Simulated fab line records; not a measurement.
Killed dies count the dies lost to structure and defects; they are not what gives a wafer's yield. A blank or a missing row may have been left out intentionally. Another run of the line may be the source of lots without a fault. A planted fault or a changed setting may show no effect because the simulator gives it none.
Comparing a struck lot with a sound one ; flow sky130 ; 20 steps out of a route of 708
Sound: the wafers L906.2, L906.3, L906.6. The struck wafers were L921.2, L921.4, L921.6. The cause comes at the end.
Per side, at each step with rows, come the tool, then ch with its chambers, and then its first start. Under that, the readings that differ: sound wafers ; struck wafers ; difference of the means ; sigmas: that difference in standard deviations of wafers without a fault.
alike: a reading whose means differ by less than 2 such deviations, as well as words and numbers matching on both sides. not compared: withheld readings; readings where some wafer has no value; bounds like >300 that might hide an equal value; numbers whose values overlap and for which the record gives no deviation.
Wherever a step has rows on one side only, a row that says differs or no value, or a row with sigmas, the two part there. Numbers that have no deviation but don't overlap get no sigmas and don't part them. Lack of a reading on every wafer of one side parts them only where that side has two or more wafers.

SKY_FIELD_ISO_BOW_MEAS_00:
  sound on film metro-03 at day 1 10:01; struck on film metro-03 at day 4 13:01
  alike: INCOMING_BOW
then, 1 step without rows for these wafers: SKY_FIELD_ISO_OXIDATION_01 (stabilise 600 s, purge 300 s, target thk 12 nm).
SKY_FIELD_ISO_THK_MEAS_02:
  sound on film metro-03 at day 1 12:17; struck on film metro-02 at day 4 14:47
  alike: FIELD_ISO_OXIDATION_00_THK
then, 1 step without rows for these wafers: SKY_FIELD_ISO_CVD_03 (deposits Si3N4 from DCS/NH3, target thk 165 nm, time 2830 s).
SKY_FIELD_ISO_THK_MEAS_04:
  sound on film metro-02 at day 1 15:19; struck on film metro-03 at day 4 16:38
  alike: FIELD_ISO_CVD_03_THK
then, 5 steps without rows for these wafers: SKY_FIELD_ISO_DEHYDRATE_05 (time 60 s); SKY_FIELD_ISO_HMDS_06 (prime time 60 s); SKY_FIELD_ISO_COAT_07 (resist thk 60 nm); SKY_FIELD_ISO_COAT_08 (resist thk 450 nm); SKY_FIELD_ISO_SOFTBAKE_09 (time 90 s).
SKY_FIELD_ISO_EXPOSE_10: exposes mask FOM, target cd 150 nm.
  sound on krf scanner-02 ch 0, day 1 22:38; struck on krf scanner-01 ch 0, day 5 02:05
reading;sound;struck;difference;sigmas
exposure dose mJ cm2;28.049 28.013 28.034;33.825 33.840 33.819;+5.796;+99 or more
  alike: mask
then, 2 steps without rows for these wafers: SKY_FIELD_ISO_PEB_11; SKY_FIELD_ISO_DEVELOP_12 (develop time 60 s).
SKY_FIELD_ISO_CD_MEAS_13: target cd 150 nm.
  sound on cd sem-02 at day 2 06:17; struck on cd sem-02 at day 5 11:15
reading;sound;struck;difference;sigmas
cd nm (nm);151.2 148.8 150.2;112.4 112.7 112.5;-37.5;-29
SKY_FIELD_ISO_ETCH_14: etches BARC in N2/H2, stops on SiO2, time 45.9 s, target depth 60 nm.
  sound on rie diel-03 ch 2,3, day 2 06:23; struck on rie diel-01 ch 0,1,3, day 5 11:21
reading;sound;struck;difference;sigmas
model.FIELD_ISO.cd nm (nm);151.3 147.4 148.5;111.6 112.6 112.1;-37.0;
  alike: chamber pressure mTorr, drypump motor current A, oes product au, throttle valve pct
  not compared: rf hours counter h
SKY_FIELD_ISO_ETCH_15: etches the open film in CHF3/O2, stops on Si, target depth 180 nm, time 72 s.
  sound on rie diel-03 ch 2,3, day 2 06:26; struck on rie diel-01 ch 0,1,3, day 5 11:23
  alike: chamber pressure mTorr, drypump motor current A, oes product au, throttle valve pct
  not compared: rf hours counter h
SKY_FIELD_ISO_STRIP_16: strips in O2/N2.
  sound on plasma asher-02 ch 0,1, day 2 06:29; struck on plasma asher-03 ch 0,1, day 5 11:26
  alike: chamber pressure mTorr, drypump motor current A, oes product au, strip time to endpoint s
  not compared: rf hours counter h
SKY_FIELD_ISO_ETCH_17: etches Si in HBr/Cl2/O2, target depth 342 nm, time 97.7 s.
  sound on rie si-02 ch 1,2, day 2 06:35; struck on rie si-02 ch 1,2,3, day 5 11:32
reading;sound;struck;difference;sigmas
model.FIELD_ISO.cd nm (nm);152.1 148 150.2;113.2 113.3 110.9;-37.6;
  alike: chamber pressure mTorr, drypump motor current A, oes product au, throttle valve pct
  not compared: rf hours counter h
then, 1 step without rows for these wafers: SKY_FIELD_ISO_WET_ETCH_18 (etches Si3N4 in H3PO4, target depth 25 nm, time 286 s).
-- a jump in the record: the struck wafers' starts before and after are 44 days apart (it breaks off in module FIELD_ISO and resumes in module PAD_OPEN, where the first step shown is number 708 of the route) --
SKY_PAD_OPEN_PROBE_99:
  sound on prober-02 at day 45 19:30; struck on prober-02 at day 49 13:26
reading;sound;struck;difference;sigmas
killed at front end;11 18 9;413 418 412;+402;+91
killed dies;93 82 85;481 487 488;+399;+40
killed on rim;18 20 16;89 94 93;+74;+19
  alike: killed_at_M0_to_M3, killed_at_M4_up, killed at contacts, killed at other, killed open, killed short

== WHERE THEY PART ==
At SKY_FIELD_ISO_EXPOSE_10 first; at SKY_PAD_OPEN_PROBE_99 last (within this record only).

WHY: what the simulator had put in
Process parameters drifting: krf scanner-01 at SKY_FIELD_ISO_EXPOSE_10, beginning at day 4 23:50. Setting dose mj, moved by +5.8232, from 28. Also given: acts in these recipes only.
